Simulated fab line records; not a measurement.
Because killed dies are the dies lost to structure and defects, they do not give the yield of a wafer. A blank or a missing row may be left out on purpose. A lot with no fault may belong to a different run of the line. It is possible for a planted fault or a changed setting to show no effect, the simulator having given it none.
Which of the tools did it?    flow sky130    14 lots, 42 wafers sampled, at 1 step of a route of 708

WHAT THE GAUGES READ, wafer by wafer
SKY_LDD_HVP_OVL_MEAS_07.
lot   measured      on          LDD_HVP_OVL (nm)
L468  day 22 05:14  overlay-02  0.7 2.1 3.1
L469  day 22 17:38  overlay-02  2.3 0.4 -0.4
L470  day 23 02:08  overlay-01  -1.6 -0.8 -1.2
L471  day 23 03:04  overlay-01  -2.5 -1.3 -1.7
L474  day 24 09:32  overlay-02  0.9 4.6 1.6
L475  day 24 09:55  overlay-01  0.1 0.1 0.3
L476  day 24 14:58  overlay-02  -0.1 0.7 -0.5
L477  day 25 05:25  overlay-02  -0.4 0.6 1.2
L478  day 25 11:59  overlay-01  -1.8 -1.5 0.2
L479  day 26 00:31  overlay-01  0.8 0.5 2.0
L480  day 26 08:28  overlay-01  -0.1 -2.1 -0.2
L483  day 27 06:04  overlay-01  0.2 0.1 0.8
L486  day 28 17:26  overlay-01  2.2 0.2 -0.5
L487  day 28 19:04  overlay-01  0.2 0.1 -1.7

TOOL THAT RAN EACH LOT (tool first, then ch and the chambers of the sampled wafers, then the start)
The record shows no process step preceding these readings.

WHAT THE TOOLS THEMSELVES READ (means of the sampled wafers that have a number; where no wafer has one, the mark that the record gives instead)
The record holds no such reading with a usual standard deviation.

THE ANSWER, worked out from the rows above alone
Rule: usual is defined by the lots themselves. The widest of any qualifying gaps counts: lots, ordered by their means at a reading, are off when they make up no more than a third of the lots, leave a main group of 4 or more, and stand apart from it by 3 or more times the standard deviation of that group's means. Not used: any main group whose means are identical at the precision the tables above print for the reading. Also off: a lot with no number at a reading for which 4 or more lots have one. Where the step has rows for the other lots, those lots are counted as sound. The gauges are gone through in route order, then the tools' own readings, and for those a lot's mean is taken as printed above. The first step at which some lot is off is used, and at that step the reading that is off furthest; a lot without a number counts as furthest.
No lot is off at any reading shown: from this, nothing can be told.

WHAT WAS PUT IN BY THE SIMULATOR
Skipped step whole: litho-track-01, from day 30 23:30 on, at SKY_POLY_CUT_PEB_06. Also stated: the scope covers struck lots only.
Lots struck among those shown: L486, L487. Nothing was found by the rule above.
